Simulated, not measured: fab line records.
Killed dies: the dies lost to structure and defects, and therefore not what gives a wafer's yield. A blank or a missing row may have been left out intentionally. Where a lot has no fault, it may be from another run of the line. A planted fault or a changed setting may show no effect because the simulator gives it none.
fab line records :: flow sfq-line
[record]
  lots = 14
  wafers = 42
  last-day = 91
route steps=325 shown I6@277
lots that met no fault: from a run of the same line without faults
start-h: start of the lot's first displayed wafer, in hours after the record's first day :: wait-h: hours elapsed since this lot's preceding step :: " repeats the value in the row above :: L1.1+2: a row that stands for several wafers :: - no value, or no start given :: * or withheld: withheld :: < > ~ a bound
route shown NAME@n: a module of which the file shows steps, and the number in the route of the first :: usual: mean and standard deviation over wafers with no fault :: same: alike in all rows :: chamber/n: place in a boat :: sites: the reading at each site :: _std_site: standard deviation of those values :: _edge_site: the outer-site mean with the inner-site mean subtracted :: radius-mm: how far each site lies from the wafer's centre :: mask NAME#n: copy n :: behind: the tool/chamber that last shaped the wafer :: hold: cause of the lot's hold/its duration in hours/its outcome :: device: the transistor (n, p or np) that didn't switch :: end of line: the route-end tests of the same wafers :: a step with no rows: only its recipe :: killed: dies lost to structure and defects at the first sort, not the wafer's yield :: map: shows each die of a wafer: x if killed, . if not, _ if none is there
set.NAME: setting as actually run; set.NAME@STEP: the setting as run at that earlier step :: model.NAME: the simulator's own value behind a step, which no gauge read
one table for each step of the route and one row for each wafer, over a sample of lots
services: when a tool's chamber went out of use (start-h, in hours from the record's first day, below 0 if earlier), for how many hours, and the reason
[[steps]]
[step SFQ_TRILAYER_I6_VIA_BARC_OPEN_VIA_ETCH_235]
[recipe]
  mask-material = PR
  chemistry = O2
  target-depth-nm = 125
  target = BARC
  source-w = 500
  bias-w = 80
  pressure-mtorr = 30
  time-s = 41.7
[usual]
  bias-w = 79.98/0.24
  drypump-motor-current-A = 5.6/0.44
  oes-product-au = 0.685/0.0046
lot.wafer: L495.2
tool: rie-diel-01
chamber: 2
start-h: 1799.75
wait-h: 0.0
bias-w: 80.12
drypump-motor-current-A: 6.2
oes-product-au: 0.684
rf-hours-counter-h: 19

lot.wafer: L495.3
tool: rie-diel-01
chamber: 0
start-h: 1799.75
wait-h: 0.0
bias-w: 80.08
drypump-motor-current-A: 5.4
oes-product-au: 0.683
rf-hours-counter-h: 8

lot.wafer: L495.5
tool: rie-diel-01
chamber: 3
start-h: 1799.75
wait-h: 0.0
bias-w: 80.06
drypump-motor-current-A: 5.9
oes-product-au: 0.689
rf-hours-counter-h: -

lot.wafer: L496.1
tool: rie-diel-01
chamber: 3
start-h: 1804.55
wait-h: 0.0
bias-w: 79.81
drypump-motor-current-A: 5.8
oes-product-au: 0.682
rf-hours-counter-h: 9

lot.wafer: L496.3
tool: rie-diel-01
chamber: 0
start-h: 1804.55
wait-h: 0.0
bias-w: 79.67
drypump-motor-current-A: 5.4
oes-product-au: 0.691
rf-hours-counter-h: 8

lot.wafer: L496.4
tool: rie-diel-01
chamber: 3
start-h: 1804.55
wait-h: 0.0
bias-w: 79.77
drypump-motor-current-A: 5.9
oes-product-au: 0.683
rf-hours-counter-h: -

lot.wafer: L498.1
tool: rie-diel-04
chamber: 0
start-h: 1826.15
wait-h: 0.0
bias-w: 79.91
drypump-motor-current-A: 5.0
oes-product-au: 0.690
rf-hours-counter-h: 2

lot.wafer: L498.2
tool: rie-diel-04
chamber: 1
start-h: 1826.15
wait-h: 0.0
bias-w: 79.59
drypump-motor-current-A: 6.0
oes-product-au: 0.686
rf-hours-counter-h: 1

lot.wafer: L498.4
tool: rie-diel-04
chamber: 2
start-h: 1826.15
wait-h: 0.0
bias-w: 79.94
drypump-motor-current-A: 5.0
oes-product-au: 0.684
rf-hours-counter-h: -

lot.wafer: L499.1
tool: rie-diel-02
chamber: 2
start-h: 1830.95
wait-h: 0.0
bias-w: 80.20
drypump-motor-current-A: 6.1
oes-product-au: 0.689
rf-hours-counter-h: 22

lot.wafer: L499.3
tool: rie-diel-02
chamber: 1
start-h: 1830.95
wait-h: 0.0
bias-w: 79.71
drypump-motor-current-A: 6.0
oes-product-au: 0.685
rf-hours-counter-h: 20

lot.wafer: L499.4
tool: rie-diel-02
chamber: 3
start-h: 1830.95
wait-h: 0.0
bias-w: 79.94
drypump-motor-current-A: 5.4
oes-product-au: 0.677
rf-hours-counter-h: 20

lot.wafer: L500.2
tool: rie-diel-04
chamber: 2
start-h: 1836.95
wait-h: 0.0
bias-w: 80.22
drypump-motor-current-A: 5.0
oes-product-au: 0.682
rf-hours-counter-h: 16

lot.wafer: L500.4
tool: rie-diel-04
chamber: 2
start-h: 1836.95
wait-h: 0.0
bias-w: 79.74
drypump-motor-current-A: 5.0
oes-product-au: 0.687
rf-hours-counter-h: -

lot.wafer: L500.5
tool: rie-diel-04
chamber: 1
start-h: 1836.95
wait-h: 0.0
bias-w: 79.58
drypump-motor-current-A: 6.0
oes-product-au: 0.688
rf-hours-counter-h: -

lot.wafer: L501.4
tool: rie-diel-01
chamber: 1
start-h: 1842.95
wait-h: 0.0
bias-w: 79.46
drypump-motor-current-A: 5.8
oes-product-au: 0.683
rf-hours-counter-h: 11

lot.wafer: L501.5
tool: rie-diel-01
chamber: 3
start-h: 1842.95
wait-h: 0.0
bias-w: 80.18
drypump-motor-current-A: 5.8
oes-product-au: 0.691
rf-hours-counter-h: -

lot.wafer: L501.6
tool: rie-diel-01
chamber: 0
start-h: 1842.95
wait-h: 0.0
bias-w: 79.88
drypump-motor-current-A: 5.4
oes-product-au: 0.684
rf-hours-counter-h: -

lot.wafer: L502.3
tool: rie-diel-02
chamber: 1
start-h: 1868.43
wait-h: 0.0
bias-w: 80.04
drypump-motor-current-A: 6.0
oes-product-au: 0.690
rf-hours-counter-h: 21

lot.wafer: L502.4
tool: rie-diel-02
chamber: 1
start-h: 1868.43
wait-h: 0.0
bias-w: 80.15
drypump-motor-current-A: 6.0
oes-product-au: 0.684
rf-hours-counter-h: -

lot.wafer: L502.6
tool: rie-diel-02
chamber: 0
start-h: 1868.43
wait-h: 0.0
bias-w: 79.94
drypump-motor-current-A: 5.1
oes-product-au: 0.675
rf-hours-counter-h: -

lot.wafer: L505.2
tool: rie-diel-01
chamber: 2
start-h: 1886.43
wait-h: 0.0
bias-w: 80.01
drypump-motor-current-A: 6.2
oes-product-au: 0.676
rf-hours-counter-h: 1

lot.wafer: L505.5
tool: rie-diel-01
chamber: 3
start-h: 1886.43
wait-h: 0.0
bias-w: 79.56
drypump-motor-current-A: 5.9
oes-product-au: 0.687
rf-hours-counter-h: -

lot.wafer: L505.6
tool: rie-diel-01
chamber: 2
start-h: 1886.43
wait-h: 0.0
bias-w: 79.78
drypump-motor-current-A: 6.3
oes-product-au: 0.691
rf-hours-counter-h: -

lot.wafer: L507.2
tool: rie-diel-02
chamber: 2
start-h: 1899.63
wait-h: 0.0
bias-w: 76.69
drypump-motor-current-A: 6.1
oes-product-au: 0.690
rf-hours-counter-h: 0

lot.wafer: L507.3
tool: rie-diel-02
chamber: 1
start-h: 1899.63
wait-h: 0.0
bias-w: 79.89
drypump-motor-current-A: 6.0
oes-product-au: 0.682
rf-hours-counter-h: 21

lot.wafer: L507.6
tool: rie-diel-02
chamber: 3
start-h: 1899.63
wait-h: 0.0
bias-w: 80.04
drypump-motor-current-A: 5.4
oes-product-au: 0.688
rf-hours-counter-h: -

lot.wafer: L509.3
tool: rie-diel-02
chamber: 2
start-h: 1920.16
wait-h: 0.0
bias-w: 76.96
drypump-motor-current-A: 6.1
oes-product-au: 0.683
rf-hours-counter-h: 0

lot.wafer: L509.5
tool: rie-diel-02
chamber: 2
start-h: 1920.16
wait-h: 0.0
bias-w: 76.95
drypump-motor-current-A: 6.1
oes-product-au: 0.680
rf-hours-counter-h: -

lot.wafer: L509.6
tool: rie-diel-02
chamber: 1
start-h: 1920.16
wait-h: 0.0
bias-w: 79.70
drypump-motor-current-A: 6.0
oes-product-au: 0.675
rf-hours-counter-h: -

lot.wafer: L514.1
tool: rie-diel-04
chamber: 2
start-h: 1966.56
wait-h: 0.0
bias-w: 79.85
drypump-motor-current-A: 5.0
oes-product-au: 0.682
rf-hours-counter-h: 17

lot.wafer: L514.5
tool: rie-diel-04
chamber: 2
start-h: 1966.56
wait-h: 0.0
bias-w: 79.62
drypump-motor-current-A: 5.0
oes-product-au: 0.680
rf-hours-counter-h: -

lot.wafer: L514.6
tool: rie-diel-04
chamber: 1
start-h: 1966.56
wait-h: 0.0
bias-w: 80.18
drypump-motor-current-A: 6.0
oes-product-au: 0.687
rf-hours-counter-h: -

lot.wafer: L515.1
tool: rie-diel-01
chamber: 1
start-h: 1968.96
wait-h: 0.0
bias-w: 79.97
drypump-motor-current-A: 5.8
oes-product-au: 0.678
rf-hours-counter-h: 12

lot.wafer: L515.2
tool: rie-diel-01
chamber: 2
start-h: 1968.96
wait-h: 0.0
bias-w: 79.96
drypump-motor-current-A: 6.3
oes-product-au: 0.687
rf-hours-counter-h: 2

lot.wafer: L515.6
tool: rie-diel-01
chamber: 1
start-h: 1968.96
wait-h: 0.0
bias-w: 80.01
drypump-motor-current-A: 5.8
oes-product-au: 0.687
rf-hours-counter-h: -

lot.wafer: L516.1
tool: rie-diel-02
chamber: 3
start-h: 1985.76
wait-h: 0.0
bias-w: 80.12
drypump-motor-current-A: 5.4
oes-product-au: 0.685
rf-hours-counter-h: 22

lot.wafer: L516.2
tool: rie-diel-02
chamber: 2
start-h: 1985.76
wait-h: 0.0
bias-w: 79.55
drypump-motor-current-A: 6.1
oes-product-au: 0.690
rf-hours-counter-h: 1

lot.wafer: L516.3
tool: rie-diel-02
chamber: 0
start-h: 1985.76
wait-h: 0.0
bias-w: 80.37
drypump-motor-current-A: 5.1
oes-product-au: 0.681
rf-hours-counter-h: 22

lot.wafer: L517.1
tool: rie-diel-04
chamber: 0
start-h: 1992.96
wait-h: 0.0
bias-w: 80.19
drypump-motor-current-A: 5.0
oes-product-au: 0.689
rf-hours-counter-h: 3

lot.wafer: L517.3
tool: rie-diel-04
chamber: 2
start-h: 1992.96
wait-h: 0.0
bias-w: 79.87
drypump-motor-current-A: 5.0
oes-product-au: 0.691
rf-hours-counter-h: 17

lot.wafer: L517.5
tool: rie-diel-04
chamber: 0
start-h: 1992.96
wait-h: 0.0
bias-w: 80.22
drypump-motor-current-A: 5.0
oes-product-au: 0.684
rf-hours-counter-h: -
[[services]]
tool: rie-diel-02
chamber: -
start-h: 1787.08
hours: 2.8
kind: pm

tool: rie-diel-01
chamber: 2
start-h: 1803.17
hours: -
kind: clean

tool: rie-diel-01
chamber: 2
start-h: 1803.17
hours: 15.2
kind: scheduled-down

tool: rie-diel-01
chamber: 2
start-h: 1803.17
hours: 15.2
kind: vent-cycle

tool: rie-diel-04
chamber: 3
start-h: 1823.19
hours: -
kind: clean

tool: rie-diel-04
chamber: 3
start-h: 1823.19
hours: 20.2
kind: scheduled-down

tool: rie-diel-04
chamber: 3
start-h: 1823.19
hours: 20.2
kind: vent-cycle

tool: rie-diel-02
chamber: 2
start-h: 1853.35
hours: -
kind: clean

tool: rie-diel-02
chamber: 2
start-h: 1853.35
hours: 17.2
kind: scheduled-down

tool: rie-diel-02
chamber: 2
start-h: 1853.35
hours: 17.2
kind: vent-cycle

tool: rie-diel-04
chamber: 1
start-h: 1872.64
hours: 1.8
kind: repair

tool: rie-diel-01
chamber: -
start-h: 1919.90
hours: 15.6
kind: pm

tool: rie-diel-02
chamber: 0
start-h: 1941.64
hours: 8.5
kind: repair

tool: rie-diel-02
chamber: 1
start-h: 1953.35
hours: 4.9
kind: repair

tool: rie-diel-02
chamber: 0
start-h: 1953.53
hours: 16.2
kind: repair

tool: rie-diel-02
chamber: 1
start-h: 1969.72
hours: -
kind: clean

tool: rie-diel-02
chamber: 1
start-h: 1969.72
hours: 26.1
kind: scheduled-down

tool: rie-diel-02
chamber: 1
start-h: 1969.72
hours: 26.1
kind: vent-cycle

tool: rie-diel-01
chamber: 3
start-h: 1980.62
hours: 4.9
kind: repair
[[key]]
[first-sign]
  step = SFQ_TRILAYER_I6_VIA_BARC_OPEN_VIA_ETCH_235
  reading = bias-w
  direction = down
  sigmas = 13
  usual = 79.98
  struck = 76.87
effect none on later readings
met-at SFQ_TRILAYER_I6_VIA_BARC_OPEN_VIA_ETCH_235
struck-lots L507,L509
struck-wafers L507.2,L509.3,L509.5
onset-between 1830.95 1899.63
[fault]
  kind = process-parameter-drift
  tool = rie-diel-02
  chamber = 2
  onset-h = 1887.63
  steps = SFQ_TRILAYER_I6_VIA_BARC_OPEN_VIA_ETCH_235
  channel = bias-w
  offset = -2.9078
  shape = step
  end-h = 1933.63
  acts-in = these-recipes-only
  stated = 80
